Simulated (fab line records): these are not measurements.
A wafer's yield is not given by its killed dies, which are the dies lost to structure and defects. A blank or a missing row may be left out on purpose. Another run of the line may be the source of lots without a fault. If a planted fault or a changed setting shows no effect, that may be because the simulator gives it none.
The tool behind it: which one? -- flow sky130 -- 32 wafers from 11 lots sampled at 5 of the route's 708 steps

WHAT THE GAUGES SHOWED, per wafer
SKY_CAPM_OVL_MEAS_12. Usual: for CAPM_OVL the level is -0.4 nm and the standard deviation is 1.4.
lot,measured,on,CAPM_OVL (nm),flag
L468,day 37 08:59,overlay-01,0.4 0.4 0.9,
L469,day 37 15:13,overlay-01,1.0 -1.3 -0.1,
L470,day 38 09:11,overlay-01,0.5 -1.6 -2.3,
L472,day 39 17:23,overlay-02,-1.7 -0.2 -0.1,
L474,day 39 19:49,overlay-02,0.1 0.5 -0.8,
L473,day 39 22:05,overlay-01,-1.3 1.3 -1.9,
L479,day 40 20:18,overlay-02,1.4 1.8,
L486,day 42 18:38,overlay-01,-0.4 -1.9 0.3,
L487,day 43 00:02,overlay-01,-0.3 -0.4 0.3,
L489,day 43 05:23,overlay-02,-1.5 0.2 -0.8,
L491,day 43 20:59,overlay-01,-2.2 -1.6 -1.5,

SKY_VIA3_RS_MEAS_22: a four-point-probe measurement. Usual: for VIA3_W_RS the level is 0.2943 ohm/sq and the standard deviation is 0.0028.
lot,measured,on,VIA3_W_RS (ohm/sq),flag
L468,day 39 14:19,film metro-01,0.2984 0.2971 0.2982,
L469,day 39 19:43,film metro-03,0.2968 0.2935 0.2944,
L470,day 40 14:10,film metro-01,0.2931 0.2913 0.2932,
L472,day 41 21:07,film metro-01,0.2951 0.2973 0.2935,
L474,day 42 00:10,film metro-01,0.2987 0.2948 0.2965,
L473,day 42 02:15,film metro-03,0.2900 0.2942 0.2943,
L479,day 42 23:35,film metro-03,0.2963 0.2939,
L486,day 44 18:41,film metro-04,0.2910 0.2929 0.2970,
L487,day 45 00:28,film metro-03,0.2954 0.2922 0.2984,
L489,day 45 05:08,film metro-01,0.2967 0.2949 0.2938,
L491,day 45 19:58,film metro-03,0.2917 0.2903 0.2926,

EACH LOT AND THE TOOL THAT RAN IT (in order: tool; ch and the chambers of the sampled wafers; start)
lot,SKY_METAL3_SPUTTER_04,SKY_METAL3_DESCUM_15,SKY_METAL3_METAL_ETCH_18
L468,"pvd sputter-03, day 36 07:04","rie metal-02 ch 0,1, day 38 10:58","rie metal-01 ch 0,1, day 38 11:07"
L469,"pvd sputter-03, day 36 13:40","rie metal-03 ch 0,1, day 38 16:40","rie metal-01 ch 0,1, day 38 16:51"
L470,"pvd sputter-04, day 37 08:10","rie metal-02 ch 0,1, day 39 10:51","rie metal-03 ch 0,1, day 39 11:00"
L472,"pvd sputter-02, day 38 16:14","rie metal-01 ch 0,1, day 40 18:31","rie metal-03 ch 0,1, day 40 18:43"
L474,"pvd sputter-02, day 38 19:06","rie metal-03 ch 0,1, day 40 20:55","rie metal-01 ch 0,1, day 40 21:03"
L473,"pvd sputter-04, day 38 20:59","rie metal-02 ch 0,1, day 40 23:08","rie metal-01 ch 0,1, day 40 23:17"
L479,"pvd sputter-03, day 39 19:59","rie metal-02 ch 0,1, day 41 21:13","rie metal-01 ch 1, day 41 21:28"
L486,"pvd sputter-02, day 41 19:19","rie metal-02 ch 0,1, day 43 18:08","rie metal-01 ch 0,1, day 43 18:17"
L487,"pvd sputter-04, day 42 00:49","rie metal-01 ch 0,1, day 43 23:37","rie metal-03 ch 0,1, day 43 23:49"
L489,"pvd sputter-04, day 42 06:47","rie metal-02 ch 0,1, day 44 04:39","rie metal-03 ch 0,1, day 44 04:48"
L491,"pvd sputter-02, day 42 21:52","rie metal-02 ch 0,1, day 44 19:58","rie metal-01 ch 0,1, day 44 20:06"
- SKY_METAL3_SPUTTER_04: material TiN, target thk 70 nm, time 58.3 s.
- SKY_METAL3_DESCUM_15: chemistry O2, time 8 s.
- SKY_METAL3_METAL_ETCH_18: etches the open film in Cl2/BCl3, stops on SiO2, target depth 845 nm, time 183.1 s.

AS READ BY THE TOOLS THEMSELVES (means over the sampled wafers that have a number; for cases with no such wafer, the mark the record gives instead)
SKY_METAL3_SPUTTER_04. Usual: throttle valve pct at 30.1 %, with a standard deviation of 0.72.
lot,tool,throttle valve pct (%),flag
L468,pvd sputter-03,30.5,
L469,pvd sputter-03,30.7,
L470,pvd sputter-04,29.3,
L472,pvd sputter-02,29.6,
L474,pvd sputter-02,29.8,
L473,pvd sputter-04,30.2,
L479,pvd sputter-03,30.7,
L486,pvd sputter-02,29.8,
L487,pvd sputter-04,30.0,
L489,pvd sputter-04,29.8,
L491,pvd sputter-02,29.5,

SKY_METAL3_DESCUM_15. Usual: drypump motor current A 5.86 A, standard deviation 0.2; oes product au 1.003 a.u., standard deviation 0.0074.
lot,tool,drypump motor current A (A),oes product au (a.u.),flag
L468,rie metal-02,5.93,1.009,
L469,rie metal-03,5.57,1.001,
L470,rie metal-02,5.91,1.002,
L472,rie metal-01,6.13,0.998,
L474,rie metal-03,5.57,1.002,
L473,rie metal-02,5.89,1.009,
L479,rie metal-02,5.93,1.009,
L486,rie metal-02,5.95,1.006,
L487,rie metal-01,6.07,1.000,
L489,rie metal-02,5.95,1.011,
L491,rie metal-02,5.94,1.009,

SKY_METAL3_METAL_ETCH_18. Usual: drypump motor current A 5.90 A, standard deviation 0.24; oes product au 0.867 a.u., standard deviation 0.0055; throttle valve pct 22.265 %, standard deviation 0.0099.
lot,tool,drypump motor current A (A),oes product au (a.u.),throttle valve pct (%),flag
L468,rie metal-01,6.16,0.875,22.260,
L469,rie metal-01,6.11,0.871,22.267,
L470,rie metal-03,5.59,0.865,22.262,
L472,rie metal-03,5.60,0.861,22.268,
L474,rie metal-01,6.10,0.866,22.259,
L473,rie metal-01,6.10,0.866,22.277,
L479,rie metal-01,6.04,0.883,22.258,
L486,rie metal-01,6.16,0.867,22.253,
L487,rie metal-03,5.59,0.869,22.269,
L489,rie metal-03,5.61,0.866,22.255,
L491,rie metal-01,6.14,0.869,22.277,

THE ANSWER, worked out from the rows above alone
Rule: take the mean of a lot's wafers that have a number; if it is more than 3 standard deviations from the usual mean, the lot is off. Also off: a lot with no number at a reading for which 4 or more lots have one. Where the step has rows for the other lots, those lots are counted as sound. Order of review: gauges by route order, followed by the tools' own readings, for which a lot's mean as printed above is used. At the first step where some lot is off, the reading lying furthest off is the one used; lots without a number count as furthest.
No lot is off on any of the readings shown, so nothing can be concluded from this.

WHAT THE SIMULATOR HAD INSERTED
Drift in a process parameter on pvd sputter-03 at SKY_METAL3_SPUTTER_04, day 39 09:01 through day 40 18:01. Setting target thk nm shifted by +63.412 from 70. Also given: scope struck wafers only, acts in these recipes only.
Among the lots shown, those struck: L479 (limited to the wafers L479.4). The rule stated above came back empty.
